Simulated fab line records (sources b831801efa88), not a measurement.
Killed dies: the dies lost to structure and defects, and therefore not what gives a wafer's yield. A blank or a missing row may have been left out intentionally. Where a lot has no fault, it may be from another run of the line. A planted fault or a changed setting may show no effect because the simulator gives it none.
Matching of chambers ; flow sky130 ; SKY_VIA1_CMP_02 on cmp-01 has 4 sister chambers
The step polishes SiO2. 4 wafers are shown with their chamber, then 10 later ones without.

WAFERS PAIRED WITH THEIR CHAMBERS
wafer;chamber;motorCurrentA (A)
L079.6;0;10.3
L081.3;3;10.3
L082.2;2;13.8
L082.3;1;12.7

WAFERS MISSING THEIR CHAMBER
wafer;motorCurrentA (A)
L082.6;12.9
L084.2;10.6
L084.3;13.1
L084.6;9.6
L087.2;13.7
L087.3;9.8
L087.6;10.3
L089.1;10.1
L089.2;14.0
L089.3;13.0

EACH ONE'S CHAMBER
wafer;from the rows above;in truth
L082.6;1;1
L084.2;can't be placed: 0 or 3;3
L084.3;can't be placed: 1 or 2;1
L084.6;can't be placed: 0 or 3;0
L087.2;2;2
L087.3;can't be placed: 0 or 3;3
L087.6;can't be placed: 0 or 3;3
L089.1;can't be placed: 0 or 3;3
L089.2;2;2
L089.3;can't be placed: 1 or 2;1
Correct placement for 3 of the 10. From these rows, 7 cannot be placed; in 7 the true chamber is one of the candidates. Wrongly placed: 0.
How it was worked out, from the rows above alone: a wafer's distance from a chamber is the root of the sum, over the readings, of the square of ((its reading less the chamber's mean) divided by the reading's scatter). If the next closest chamber is less than 2 further off than the closest, the wafer can't be placed; otherwise it belongs to the closest. The mean given for a chamber averages the wafers shown for that chamber. The scatter: root of mean squared gap, hidden wafer to nearest shown wafer, with one shown wafer a chamber.
